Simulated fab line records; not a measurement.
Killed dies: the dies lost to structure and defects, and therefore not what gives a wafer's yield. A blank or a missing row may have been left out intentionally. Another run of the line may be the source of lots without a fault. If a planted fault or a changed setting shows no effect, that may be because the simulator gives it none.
Matching of chambers || flow sky130 || SKY_VIA1_ETCH_15 on rie-diel-03: 4 sister chambers
The step etches SiO2 in C4F8/O2/Ar, stops on TiN, target depth 351 nm, time 54 s. 4 wafers are shown with their chamber, then 8 later ones without.

== WAFERS, EACH WITH ITS CHAMBER ==
{"wafer": "L083.2", "chamber": 2, "rf-fwd-power-W (W)": 1484}
{"wafer": "L092.4", "chamber": 3, "rf-fwd-power-W (W)": 1485}
{"wafer": "L092.6", "chamber": 1, "rf-fwd-power-W (W)": 1489}
{"wafer": "L093.1", "chamber": 0, "rf-fwd-power-W (W)": 1489}

== WAFERS WITHOUT THEIR CHAMBER ==
{"wafer": "L093.2", "rf-fwd-power-W (W)": 1483}
{"wafer": "L093.4", "rf-fwd-power-W (W)": 1480}
{"wafer": "L094.1", "rf-fwd-power-W (W)": 1492}
{"wafer": "L094.2", "rf-fwd-power-W (W)": 1505}
{"wafer": "L094.4", "rf-fwd-power-W (W)": 1493}
{"wafer": "L097.1", "rf-fwd-power-W (W)": 1492}
{"wafer": "L097.3", "rf-fwd-power-W (W)": 1493}
{"wafer": "L097.6", "rf-fwd-power-W (W)": 1483}

== THE CHAMBER EACH PASSED THROUGH ==
{"wafer": "L093.2", "from the rows above": "can't be placed: 2 or 3 or 0 or 1", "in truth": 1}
{"wafer": "L093.4", "from the rows above": "can't be placed: 2 or 3 or 0 or 1", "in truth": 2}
{"wafer": "L094.1", "from the rows above": "can't be placed: 0 or 1 or 3 or 2", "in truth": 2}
{"wafer": "L094.2", "from the rows above": "can't be placed: 0 or 1 or 3 or 2", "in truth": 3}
{"wafer": "L094.4", "from the rows above": "can't be placed: 0 or 1 or 3 or 2", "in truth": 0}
{"wafer": "L097.1", "from the rows above": "can't be placed: 0 or 1 or 3 or 2", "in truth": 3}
{"wafer": "L097.3", "from the rows above": "can't be placed: 0 or 1 or 3 or 2", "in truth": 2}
{"wafer": "L097.6", "from the rows above": "can't be placed: 2 or 3 or 0 or 1", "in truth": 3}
Placed correctly: 0 of 8. Not placeable from these rows: 8 (in 8, the candidates include the true chamber). Wrongly placed: 0.
How it was worked out, from the rows above alone: a wafer's distance from a chamber is the root of the sum, over the readings, of the square of ((its reading less the chamber's mean) divided by the reading's scatter). The wafer belongs to the nearest chamber; if the next one is less than 2 further off, it can't be placed. A chamber's mean is the mean of its shown wafers. The scatter: with one shown wafer a chamber, the root of the mean of the squares of how far each hidden wafer lies from its nearest shown one.
